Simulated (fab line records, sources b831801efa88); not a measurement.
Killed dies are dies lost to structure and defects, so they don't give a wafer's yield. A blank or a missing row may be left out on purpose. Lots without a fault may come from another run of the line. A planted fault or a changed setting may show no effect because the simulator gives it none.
Problem report in the 8D (eight disciplines) form, filled by code | flow gf180mcu | the parts of the form that need people (team, actions taken, sign-off) are left out

1. THE PROBLEM
cathode_dc_power_W at GF_V1_SPUTTER_21 reads a mean of 2435.7 W on 2 wafers of 2 lots; wafers without a fault read 2500.0 W with a standard deviation of 0.43. That is -99 or more standard deviations from the usual mean.
The step: material Ti, target thk 15 nm, time 80.02 s.
First seen on wafer L679.3, day 22 22:17, on pvd_sputter-04. The record holds 36 wafers of 12 lots with a number at this step. Rule for "out", or "out of limits": more than 4 standard deviations from the usual mean. The other wafers with a number count as sound.

2. WHAT IT IS AND WHAT IT IS NOT
question                    | is                 | is not
which readings at this step | cathode_dc_power_W | throttle_valve_pct
which lots                  | L679, L680         | L667, L668, L669, L670, L671, L672, L674, L678, L683, L686
which wafers of those lots  | L679.3, L680.1     | L679.1, L679.5, L680.3, L680.5
read on which tools         | pvd_sputter-04     | pvd_sputter-02, pvd_sputter-03
when                        | from day 22 22:17  | up to then (26 sound wafers); but 8 sound wafers of L680, L683, L686 came after

3. SUSPECTS, AND WHAT RULES EACH OUT
Counting: a tool at a process step up to the reading stays a suspect if it ran every lot that is out. Sound lots after the first of them don't rule it out here, since some wafers of a struck lot are sound.
- pvd_sputter-04 at GF_V1_SPUTTER_21 (material Ti, target thk 15 nm, time 80.02 s): kept. It ran every lot that is out, first L679 (day 22 22:17); its last sound lot up to then is L670 (day 19 18:40). Its own readings are out on those wafers: cathode_dc_power_W.
Left after counting: pvd_sputter-04 at GF_V1_SPUTTER_21.

4. THE CAUSE (what the simulator had put in)
Process parameter drift: pvd_sputter-04, from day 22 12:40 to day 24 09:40, at GF_V1_SPUTTER_21. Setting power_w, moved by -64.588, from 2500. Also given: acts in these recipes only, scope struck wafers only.
Counting left only this tool.

5. THE CHAIN OF EFFECTS, in route order
Each row: a reading whose mean over the struck wafers that have a number lies more than 3 standard deviations from the usual. Only readings for which the record gives a usual standard deviation are gone through. hours: the time from each lot's start at the first step in this table that gives one to its start at this step, as a median over the lots. sigmas: the change in usual standard deviations.
hours | step             | reading            | usual    | on struck wafers | change | sigmas
0     | GF_V1_SPUTTER_21 | cathode_dc_power_W | 2500.0 W | 2435.7           | -64.3  | -99 or more
The process steps in it:
- GF_V1_SPUTTER_21: material Ti, target thk 15 nm, time 80.02 s.

6. WHAT WOULD HAVE CAUGHT IT SOONER
In this record the first reading out of limits was taken at day 22 22:17, 10 hours after the fault began at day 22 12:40.
